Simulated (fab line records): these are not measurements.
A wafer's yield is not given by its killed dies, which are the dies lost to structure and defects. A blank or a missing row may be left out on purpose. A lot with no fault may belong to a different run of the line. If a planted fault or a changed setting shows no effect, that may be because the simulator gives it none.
Chamber matching ; flow sky130 ; SKY_VIA3_ETCH_15 on rie diel-03: 4 sister chambers
The step etches SiO2 in C4F8/O2/Ar, stops on TiN, target depth 507 nm, time 78 s. 14 wafers are shown with their chamber, then 6 later ones without.

WAFERS PAIRED WITH THEIR CHAMBERS
wafer;chamber;oes product au (a.u.)
L662.1;1;0.939
L662.2;0;0.952
L662.3;2;0.950
L664.1;3;0.944
L664.2;2;0.939
L664.6;3;0.938
L665.2;0;0.941
L665.4;1;0.940
L665.6;3;0.944
L666.3;3;0.950
L666.4;0;0.945
L666.6;0;0.950
L677.3;3;0.953
L677.5;3;0.953

SIGNATURES, as means of the wafers listed above
reading;chamber 0;chamber 1;chamber 2;chamber 3;scatter within a chamber
oes product au;0.94700;0.93950;0.94450;0.94700;0.00561
Rule: for each reading, subtract the chamber's mean from the wafer's reading, divide by that reading's scatter and square the result; add these up over the readings and take the root, which gives the wafer's distance from the chamber. The wafer belongs to the nearest chamber; if the next one is less than 2 further off, it can't be placed. How the scatter is found: for the shown wafers, subtract from each reading the mean of its chamber, square and add these, divide the total by (wafers less chambers), then take the root.

WAFERS WHOSE CHAMBER IS MISSING
wafer;oes product au (a.u.)
L683.1;0.948
L683.5;0.949
L683.6;0.952
L685.1;0.946
L685.4;0.946
L685.5;0.940

CHAMBER TAKEN BY EACH
wafer;from the rows above;in truth
L683.1;can't be placed: 0 or 3 or 2 or 1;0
L683.5;can't be placed: 0 or 3 or 2 or 1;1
L683.6;can't be placed: 0 or 3 or 2 or 1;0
L685.1;can't be placed: 0 or 3 or 2 or 1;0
L685.4;can't be placed: 0 or 3 or 2 or 1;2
L685.5;can't be placed: 1 or 2 or 0 or 3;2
Correctly placed: 0 of 6. These rows do not allow placing 6 (true chamber among the candidates in 6). Number placed wrongly: 0.
